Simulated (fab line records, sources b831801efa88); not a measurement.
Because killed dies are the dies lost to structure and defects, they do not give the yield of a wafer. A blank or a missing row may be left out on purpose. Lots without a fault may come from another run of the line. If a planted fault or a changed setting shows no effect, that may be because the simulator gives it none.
Check for tools in common / flow sky130 / Lots sampled 11, wafers sampled 33

## REASON FOR OPENING
2 of 11 lots carry a flag on the reading SD_N_RS at SKY_SD_N_RS_MEAS_16. No-fault wafers: 68.57 ohm/sq, standard deviation 0.11.
Rule: a lot gets a flag if all its wafers with a number sit over 4 standard deviations from that mean, or if no wafer of it has a number. The other lots count as sound.

lot=L124; measured=day 28 07:44; on=filmMetro-03; SD_N_RS (ohm/sq), wafer by wafer=68.54 68.60 68.48; flag=
lot=L125; measured=day 29 12:43; on=filmMetro-01; SD_N_RS (ohm/sq), wafer by wafer=68.66 68.72 68.56; flag=
lot=L127; measured=day 30 01:29; on=filmMetro-01; SD_N_RS (ohm/sq), wafer by wafer=68.49 68.59 68.59; flag=
lot=L128; measured=day 30 01:55; on=filmMetro-04; SD_N_RS (ohm/sq), wafer by wafer=68.50 68.44 68.51; flag=
lot=L129; measured=day 30 15:30; on=filmMetro-04; SD_N_RS (ohm/sq), wafer by wafer=68.49 68.49 68.48; flag=
lot=L135; measured=day 31 22:31; on=filmMetro-01; SD_N_RS (ohm/sq), wafer by wafer=67.44 67.65 67.70; flag=FLAGGED
lot=L136; measured=day 32 06:22; on=filmMetro-01; SD_N_RS (ohm/sq), wafer by wafer=67.60 67.32 67.45; flag=FLAGGED
lot=L142; measured=day 34 03:44; on=filmMetro-04; SD_N_RS (ohm/sq), wafer by wafer=68.35 68.50 68.23; flag=
lot=L143; measured=day 34 16:40; on=filmMetro-03; SD_N_RS (ohm/sq), wafer by wafer=68.65 68.53 68.53; flag=
lot=L145; measured=day 34 17:04; on=filmMetro-04; SD_N_RS (ohm/sq), wafer by wafer=68.60 68.64 68.56; flag=
lot=L146; measured=day 34 19:54; on=filmMetro-03; SD_N_RS (ohm/sq), wafer by wafer=68.42 68.59 68.63; flag=
The mean of the flagged lots' numbers is 67.53 ohm/sq, -1.04 ohm/sq from the usual (-9 standard deviations).

## TOOL THAT RAN EACH LOT
Before the reading, the record contains 2 process steps out of a 708-step route. Every cell lists first the tool, next ch and the chambers used by the sampled wafers, and last the start.
lot=L124; flag=; SKY_SD_N_IMPLANT_09=implanter-04 ch 0, day 28 07:03; SKY_SD_N_STRIP_11=plasmaAsher-04 ch 0,1, day 28 07:21
lot=L125; flag=; SKY_SD_N_IMPLANT_09=implanter-03 ch 0, day 29 12:01; SKY_SD_N_STRIP_11=plasmaAsher-03 ch 0,1, day 29 12:19
lot=L127; flag=; SKY_SD_N_IMPLANT_09=implanter-04 ch 0, day 30 00:48; SKY_SD_N_STRIP_11=plasmaAsher-01 ch 0,1, day 30 01:05
lot=L128; flag=; SKY_SD_N_IMPLANT_09=implanter-03 ch 0, day 30 01:05; SKY_SD_N_STRIP_11=plasmaAsher-03 ch 0,1, day 30 01:23
lot=L129; flag=; SKY_SD_N_IMPLANT_09=implanter-01 ch 0, day 30 14:49; SKY_SD_N_STRIP_11=plasmaAsher-03 ch 0,1, day 30 15:07
lot=L135; flag=FLAGGED; SKY_SD_N_IMPLANT_09=implanter-01 ch 0, day 31 21:48; SKY_SD_N_STRIP_11=plasmaAsher-01 ch 0,1, day 31 22:05
lot=L136; flag=FLAGGED; SKY_SD_N_IMPLANT_09=implanter-01 ch 0, day 32 05:41; SKY_SD_N_STRIP_11=plasmaAsher-01 ch 1, day 32 05:58
lot=L142; flag=; SKY_SD_N_IMPLANT_09=implanter-03 ch 0, day 34 03:03; SKY_SD_N_STRIP_11=plasmaAsher-04 ch 0, day 34 03:20
lot=L143; flag=; SKY_SD_N_IMPLANT_09=implanter-04 ch 0, day 34 15:59; SKY_SD_N_STRIP_11=plasmaAsher-04 ch 0,1, day 34 16:16
lot=L145; flag=; SKY_SD_N_IMPLANT_09=implanter-03 ch 0, day 34 16:23; SKY_SD_N_STRIP_11=plasmaAsher-03 ch 0,1, day 34 16:40
lot=L146; flag=; SKY_SD_N_IMPLANT_09=implanter-04 ch 0, day 34 19:13; SKY_SD_N_STRIP_11=plasmaAsher-04 ch 0,1, day 34 19:31
What the steps here do:
- SKY_SD_N_IMPLANT_09
- SKY_SD_N_STRIP_11: strips in O2/N2.
- SKY_SD_N_RS_MEAS_16: measures by four-point-probe.

## FLAGGED OVER TOTAL, TOOL BY TOOL (the gauges that took the reading come last)
step=SKY_SD_N_IMPLANT_09; tool=implanter-01; lots run=3; flagged=2; share of the flagged lots=all; sound lots run after its first flagged lot=0
step=SKY_SD_N_IMPLANT_09; tool=implanter-03; lots run=4; flagged=0; share of the flagged lots=none; sound lots run after its first flagged lot=-
step=SKY_SD_N_IMPLANT_09; tool=implanter-04; lots run=4; flagged=0; share of the flagged lots=none; sound lots run after its first flagged lot=-
step=SKY_SD_N_STRIP_11; tool=plasmaAsher-01; lots run=3; flagged=2; share of the flagged lots=all; sound lots run after its first flagged lot=0
step=SKY_SD_N_STRIP_11; tool=plasmaAsher-03; lots run=4; flagged=0; share of the flagged lots=none; sound lots run after its first flagged lot=-
step=SKY_SD_N_STRIP_11; tool=plasmaAsher-04; lots run=4; flagged=0; share of the flagged lots=none; sound lots run after its first flagged lot=-
step=SKY_SD_N_RS_MEAS_16; tool=filmMetro-01; lots run=4; flagged=2; share of the flagged lots=all; sound lots run after its first flagged lot=0
step=SKY_SD_N_RS_MEAS_16; tool=filmMetro-03; lots run=3; flagged=0; share of the flagged lots=none; sound lots run after its first flagged lot=-
step=SKY_SD_N_RS_MEAS_16; tool=filmMetro-04; lots run=4; flagged=0; share of the flagged lots=none; sound lots run after its first flagged lot=-

## WHAT IS ALLOWED BY THE TABLE
Rows of the table that ran every flagged lot, 3 in all: implanter-01 at SKY_SD_N_IMPLANT_09, plasmaAsher-01 at SKY_SD_N_STRIP_11, filmMetro-01 at SKY_SD_N_RS_MEAS_16.
- implanter-01 at SKY_SD_N_IMPLANT_09 ran 3 lots, 2 of them flagged. A fault beginning between L129 (day 30 14:49), its last sound lot, and L135 (day 31 21:48), its first flagged one, fits the data. Its own readings lie more than 4 standard deviations out on every wafer of the flagged lots: endStationPressureTorr.
- plasmaAsher-01 at SKY_SD_N_STRIP_11 ran 3 lots, 2 of them flagged. A fault beginning between L127 (day 30 01:05), its last sound lot, and L135 (day 31 22:05), its first flagged one, fits the data. Its own readings lie more than 4 standard deviations out on every wafer of the flagged lots: stripTimeToEndpointS.
- filmMetro-01 at SKY_SD_N_RS_MEAS_16 ran 4 lots, 2 of them flagged. A fault beginning between L127 (day 30 01:29), its last sound lot, and L135 (day 31 22:31), its first flagged one, fits the data.
A lot count leaves these 3 tools indistinguishable: every one of them fits a fault beginning at some hour. More lots, or a look at what each step does to the wafer, might.

## WHAT THE SIMULATOR HAD INSERTED
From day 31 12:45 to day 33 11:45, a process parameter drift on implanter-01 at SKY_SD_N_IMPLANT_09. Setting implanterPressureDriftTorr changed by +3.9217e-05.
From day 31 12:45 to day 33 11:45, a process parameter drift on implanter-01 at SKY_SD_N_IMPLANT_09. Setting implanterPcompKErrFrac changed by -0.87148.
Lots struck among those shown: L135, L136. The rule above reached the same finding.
